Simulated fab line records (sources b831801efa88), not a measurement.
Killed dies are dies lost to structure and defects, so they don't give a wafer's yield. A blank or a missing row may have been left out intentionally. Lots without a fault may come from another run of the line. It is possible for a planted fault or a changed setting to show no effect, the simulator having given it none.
Problem report, 8D (eight disciplines) form, completed by code / flow gf180mcu / the parts of the form that need people (team, actions taken, sign-off) are left out

1. THE ISSUE
HV_LDD_TW at GF_HV_LDD_TW_MEAS_11 reads a mean of 1946 on 6 wafers of 2 lots; wafers without a fault read 2424 with a standard deviation of 14. Relative to the usual mean, that is a shift of -34 standard deviations.
First observed at day 13 04:19: wafer L834.1, on film metro-04. At this step, 36 wafers from 12 lots have a number in the record. Rule for "out", or "out of limits": more than 4 standard deviations from the usual mean. The other wafers with a number count as sound.

2. WHAT THIS IS AND IS NOT
question=which readings at this step | is=HV_LDD_TW | is not=-
question=which lots | is=L834, L837 | is not=L825, L826, L828, L829, L830, L831, L835, L841, L844, L847
question=which wafers of those lots | is=all that have a number | is not=-
question=read on which gauges | is=film metro-04 | is not=film metro-01, film metro-02
question=when | is=from day 13 04:19 | is not=up to then (18 sound wafers); but 12 sound wafers of L835, L841, L844, L847 came after

3. THE SUSPECTS, EACH WITH WHAT RULES IT OUT
Counting: any tool at a process step up to the reading is kept as a suspect provided that every lot that is out went through it and no sound lot did after the first of them.
- the gauge at GF_HV_LDD_TW_MEAS_11: ruled out. All the wafers that are out were read on film metro-04, but those of them that GF_HV_LDD_IMPLANT_09 has rows for are out there too, on other tools.
- implanter-03 at GF_HV_LDD_IMPLANT_09: kept. It processed each lot that is out, first L834 at day 13 04:04, and no sound lot thereafter; up to then, the last sound lot it processed was L830 at day 12 01:24. Its own dose ions cm2, faraday current uA readings are out on those wafers.
After counting, what remains is implanter-03 at GF_HV_LDD_IMPLANT_09.

4. THE CAUSE (what the simulator had put in)
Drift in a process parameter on implanter-03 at GF_HV_LDD_IMPLANT_09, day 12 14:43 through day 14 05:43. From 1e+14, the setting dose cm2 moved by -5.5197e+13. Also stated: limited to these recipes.
Only this tool survived the counting.

5. THE CHAIN OF EFFECTS, in route order
Each row: a reading whose mean over the struck wafers that have a number lies more than 3 standard deviations from the usual. Readings are gone through only where the record gives a usual standard deviation; hours: the median, over the lots, of the time from a lot's start at the first step in this table giving one to that lot's start at this step; sigmas: the change measured in usual standard deviations.
hours=0; step=GF_HV_LDD_IMPLANT_09; reading=dose ions cm2; usual=1.0002e+14; on struck wafers=4.4748e+13; change=-5.5272e+13; sigmas=-99 or more
hours=0; step=GF_HV_LDD_IMPLANT_09; reading=faraday current uA; usual=563; on struck wafers=252; change=-311; sigmas=-28
hours=0; step=GF_HV_LDD_TW_MEAS_11; reading=HV_LDD_TW; usual=2424; on struck wafers=1946; change=-478; sigmas=-34
hours=65; step=GF_HV_LDD_RS_MEAS_53; reading=HV_LDD_RS; usual=418.8 ohm/sq; on struck wafers=560.6; change=+141.8; sigmas=+99 or more
Here are the process steps it includes:
- GF_HV_LDD_IMPLANT_09

6. HOW IT WOULD HAVE BEEN CAUGHT EARLIER
In this record the first reading out of limits at a measuring or inspecting step was taken at day 13 04:19, 14 hours after the fault began at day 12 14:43.
At GF_HV_LDD_IMPLANT_09, the tool's own readings (dose ions cm2, faraday current uA) were out on each struck wafer the step has a row for, so an alarm limit on them would have fired on the first such wafer.
Among the 2 lots that are out, L837 began GF_HV_LDD_IMPLANT_09 on implanter-03 after day 13 04:19. A tool hold placed at that time would have kept it from harm.
